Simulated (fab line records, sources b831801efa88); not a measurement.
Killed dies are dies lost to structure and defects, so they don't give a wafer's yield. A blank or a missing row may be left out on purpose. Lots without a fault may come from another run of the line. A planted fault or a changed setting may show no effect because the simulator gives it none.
A struck lot beside a sound one | flow sky130 | 28 steps out of a route of 708
Sound: wafers L722.1, L722.3, L722.6. Struck: wafer L721.1. (L721.3, L721.4 of the same lot were not struck and are left out.) The cause comes at the end.
At each step with rows: each side's tool, then ch and its chambers, then its first start. Under that, the readings that differ: sound wafers | struck wafers | difference of the means | sigmas: that difference in standard deviations of wafers without a fault.
alike: readings whose means differ by less than 2 such deviations, and words and numbers that are the same on both sides. not compared: withheld readings, readings that some wafer has no value for, bounds like >300 that may hide the same value, and numbers for which the record gives no deviation and whose values overlap.
The two part at a step that has a row with sigmas, a row that says differs or no value, or rows on one side only. Numbers that don't overlap but have no deviation are shown without sigmas and don't part them. A reading that every wafer of one side lacks parts them only if that side has two wafers or more.

first, 3 steps without rows for these wafers: SKY_VIA4_STRIP_14 (strips in post etch residue remover, time 1200 s); SKY_VIA4_CLEAN_15 (cleans in IPA, time 180 s); SKY_VIA4_CLEAN_16 (cleans in O3/DIW).
SKY_VIA4_SPUTTER_17: material TiN, target thk 20 nm, time 80 s.
  sound on pvd_sputter-03, day 46 18:47; struck on pvd_sputter-02, day 46 20:29
  alike: cathode_dc_power_W, throttle_valve_pct
SKY_VIA4_CVD_18: deposits W, target thk 505 nm, time 152.14 s.
  sound on cvd_w-01 ch 0, day 46 18:50; struck on cvd_w-01 ch 1, day 46 20:34
  reading                  | sound       | struck | difference | sigmas
  heater_power_outer_w (W) | 473 489 489 | 600    | +116       | +2
  heater_power_w (W)       | 788 776 786 | 937    | +154       | +2
  alike: susceptor_temp_C
SKY_VIA4_RS_MEAS_19: measures by four-point-probe.
  sound on film_metro-02, day 46 18:59; struck on film_metro-02, day 46 20:44
  alike: VIA4_W_RS
SKY_VIA4_THK_MEAS_20: measures by xrf.
  sound on film_metro-02, day 46 19:07; struck on film_metro-02, day 46 20:52
  alike: VIA4_W_THK
then, 1 step without rows for these wafers: SKY_VIA4_CMP_21 (polishes, stops on SiO2, t overpolish 25 s, target thk 0 nm).
SKY_METAL5_SPUTTER_00: material Ti, target thk 15 nm, time 10 s.
  sound on pvd_sputter-04, day 46 19:29; struck on pvd_sputter-01, day 46 21:13
  alike: cathode_dc_power_W, throttle_valve_pct
SKY_METAL5_SPUTTER_01: material TiN, target thk 20 nm, time 16.7 s.
  sound on pvd_sputter-04, day 46 19:31; struck on pvd_sputter-01, day 46 21:14
  alike: cathode_dc_power_W, throttle_valve_pct
then, 1 step without rows for these wafers: SKY_METAL5_SPUTTER_02 (material AlCu, target thk 1150 nm, time 61.2 s).
SKY_METAL5_SPUTTER_03: material Ti, target thk 5 nm, time 3.3 s.
  sound on pvd_sputter-04, day 46 19:35; struck on pvd_sputter-01, day 46 21:19
  alike: cathode_dc_power_W, throttle_valve_pct
SKY_METAL5_SPUTTER_04: material TiN, target thk 70 nm, time 58.3 s.
  sound on pvd_sputter-04, day 46 19:37; struck on pvd_sputter-01, day 46 21:20
  reading                                    | sound                | struck | difference | sigmas
  cathode_dc_power_W (W)                     | 6500.6 6500.3 6500.5 | 6245.0 | -255.5     | -99 or more
  model.TiN_of_METAL5_SPUTTER_04.thk_nm (nm) | 69.6 70.23 69.62     | 67.63  | -2.19      |
  alike: throttle_valve_pct
SKY_METAL5_RS_MEAS_05: measures by four-point-probe.
  sound on film_metro-02, day 46 19:40; struck on film_metro-04, day 46 21:23
  alike: METAL5_ALCU_RS
SKY_METAL5_THK_MEAS_06: measures by xrf.
  sound on film_metro-02, day 46 19:47; struck on film_metro-04, day 46 21:30
  alike: METAL5_ALCU_THK
then, 8 steps without rows for these wafers: SKY_METAL5_DEHYDRATE_07 (time 60 s); SKY_METAL5_HMDS_08 (prime time 60 s); SKY_METAL5_COAT_09 (resist thk 1800 nm); SKY_METAL5_SOFTBAKE_10 (time 60 s); SKY_METAL5_EXPOSE_11 (exposes mask MM5, target cd 1600 nm); SKY_METAL5_PEB_12; SKY_METAL5_DEVELOP_13 (develop time 60 s); SKY_METAL5_DESCUM_14 (chemistry O2, time 11 s).
SKY_METAL5_METAL_ETCH_15: etches the open film in Cl2/BCl3, stops on SiO2, target depth 1260 nm, time 252 s.
  sound on rie_metal-04 ch 0,1, day 47 16:11; struck on rie_metal-02 ch 1, day 47 17:59
  reading                            | sound             | struck | difference | sigmas
  oes_product_au (a.u.)              | 0.891 0.895 0.892 | 0.904  | +0.011     | +2
  model.etch.depth_nm (nm)           | 1254 1262 1257    | 1269   | +11        |
  model.METAL5.feature_depth_nm (nm) | 1254 1262 1257    | 1269   | +11        |
  alike: drypump_motor_current_A, he_backside_leak_sccm, throttle_valve_pct
  not compared: rf_hours_counter_h
then, 1 step without rows for these wafers: SKY_METAL5_STRIP_16 (strips in O2/N2).
SKY_METAL5_STRIP_17: strips in post etch residue remover, time 1200 s.
  sound on wet_bench-02 ch 1, day 47 16:31; struck on wet_bench-02 ch 0, day 47 18:19
  reading                                    | sound            | struck | difference | sigmas
  model.TiN_of_METAL5_SPUTTER_04.thk_nm (nm) | 69.18 69.81 69.2 | 67.21  | -2.19      |
then, 1 step without rows for these wafers: SKY_METAL5_CLEAN_18 (cleans in IPA, time 180 s).
SKY_PAD_OPEN_PROBE_99:
  sound on prober-02, day 49 08:02; struck on prober-01, day 49 10:17
  alike: defect_limited_yield, killed_at_M0_to_M3, killed_at_M4_up, killed_at_contacts, killed_at_front_end, killed_at_other, killed_dies, killed_on_rim, killed_open, killed_short, sort_bin_3_pad_short, sort_bin_5_function, sort_bin_6_memory, sort_n_pass, sort_yield_pct

WHERE THEY PART
First at SKY_VIA4_CVD_18; last, within this record, at SKY_METAL5_METAL_ETCH_15. Later steps at which nothing parts them and some readings are alike: SKY_PAD_OPEN_PROBE_99.

WHY: what the simulator had put in
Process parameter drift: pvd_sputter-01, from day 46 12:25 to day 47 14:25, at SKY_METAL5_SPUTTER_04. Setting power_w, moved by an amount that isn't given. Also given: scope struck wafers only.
